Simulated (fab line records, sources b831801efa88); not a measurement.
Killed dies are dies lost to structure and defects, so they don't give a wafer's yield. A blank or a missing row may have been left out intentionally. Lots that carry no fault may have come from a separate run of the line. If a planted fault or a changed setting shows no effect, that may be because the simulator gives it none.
A struck lot beside a sound one ; flow sky130 ; 18 out of 708 route steps
Sound: the wafers L576.1, L576.2, L576.3. Struck: wafer L583.1; the same lot's L583.3 was not struck, so it is left out; see the end for the cause.
Order at every step that has rows: each side's tool, ch and its chambers, its first start. Under that, the readings that differ: sound wafers ; struck wafers ; difference of the means ; sigmas: that difference in standard deviations of wafers without a fault.
alike: same words and numbers on both sides, and readings whose means sit less than 2 such deviations apart. not compared: any withheld reading, any reading some wafer has no value for, any bound like >300 that may hide the same value, and any number with overlapping values for which the record gives no deviation.
A row with sigmas, a row that says differs or no value, or rows on one side alone: a step with any of these is where the two part. When numbers do not overlap yet have no deviation, they are printed without sigmas and do not part them. A reading that every wafer of one side lacks parts them only if that side has two wafers or more.

first, 5 steps without rows for these wafers: SKY_VIA4_COAT_06 (resist thk 1140 nm); SKY_VIA4_SOFTBAKE_07 (time 60 s); SKY_VIA4_EXPOSE_08 (exposes mask VIM4, target cd 800 nm); SKY_VIA4_PEB_09; SKY_VIA4_DEVELOP_10 (develop time 60 s).
SKY_VIA4_OVL_MEAS_11:
  sound on overlay-02, day 46 09:58; struck on overlay-01, day 47 22:17
  alike: VIA4_OVL
SKY_VIA4_ETCH_12: etches SiO2 in C4F8/O2/Ar, stops on TiN, target depth 580 nm.
  sound on rieDiel-04 ch 0,2,3, day 46 10:00; struck on rieDiel-01 ch 3, day 47 22:19
reading;sound;struck;difference;sigmas
oesProductAu (a.u.);0.940 0.932 0.925;0.912;-0.020;-4
SKY_VIA4_STRIP_13: strips in O2/N2.
  sound on plasmaAsher-03 ch 0,1, day 46 10:04; struck on plasmaAsher-02 ch 0, day 47 22:23
  alike: drypumpMotorCurrentA, n2FlowSccm, oesProductAu, stripTimeToEndpointS
  not compared: rfHoursCounterH
then, 3 steps without rows for these wafers: SKY_VIA4_STRIP_14 (strips in post etch residue remover, time 1200 s); SKY_VIA4_CLEAN_15 (cleans in IPA, time 180 s); SKY_VIA4_CLEAN_16 (cleans in O3/DIW).
SKY_VIA4_SPUTTER_17: material TiN, target thk 20 nm, time 80 s.
  sound on pvdSputter-04, day 46 10:43; struck on pvdSputter-01, day 47 23:20
reading;sound;struck;difference;sigmas
throttleValvePct (%);31.3 28.8 31.6;28.0;-2.6;-2
SKY_VIA4_CVD_18: deposits W, target thk 505 nm, time 152.14 s.
  sound on cvdW-02 ch 0,1, day 46 10:46; struck on cvdW-02 ch 0, day 47 23:24
reading;sound;struck;difference;sigmas
model.W_of_VIA4_CVD_18.thkNm (nm);509.8 503.2 506.3;217.6;-288.8;
  alike: heaterPowerOuterW, heaterPowerW
SKY_VIA4_RS_MEAS_19: the measuring method here is four-point-probe.
  sound on filmMetro-03, day 46 10:55; struck on filmMetro-04, day 47 23:33
reading;sound;struck;difference;sigmas
VIA4_W_RS (ohm/sq);0.2247 0.2275 0.2266;0.5308;+0.3045;+99 or more
SKY_VIA4_THK_MEAS_20: measures by xrf.
  sound on filmMetro-03, day 46 11:02; struck on filmMetro-04, day 47 23:40
reading;sound;struck;difference;sigmas
VIA4_W_THK (nm);508 501 503;219;-285;-41
SKY_VIA4_CMP_21: polishes, stops on SiO2, t overpolish 25 s, target thk 0 nm.
  sound on cmp-02 ch 0,2,3, day 46 11:06; struck on cmp-02 ch 1, day 47 23:44
reading;sound;struck;difference;sigmas
timeToEndpointS (s);117 117 121;53;-65;-15
  alike: motorCurrentA
SKY_METAL5_SPUTTER_00: material Ti, target thk 15 nm, time 10 s.
  sound on pvdSputter-03, day 46 11:24; struck on pvdSputter-03, day 48 00:02
  alike: throttleValvePct
SKY_PAD_OPEN_PROBE_99:
  the record has rows for the sound wafers here (prober-01, day 49 01:19) and none for the struck ones

== WHERE THEY PART ==
Earliest at SKY_VIA4_ETCH_12; latest, in this record, at SKY_PAD_OPEN_PROBE_99.

WHY: whatever the simulator had introduced
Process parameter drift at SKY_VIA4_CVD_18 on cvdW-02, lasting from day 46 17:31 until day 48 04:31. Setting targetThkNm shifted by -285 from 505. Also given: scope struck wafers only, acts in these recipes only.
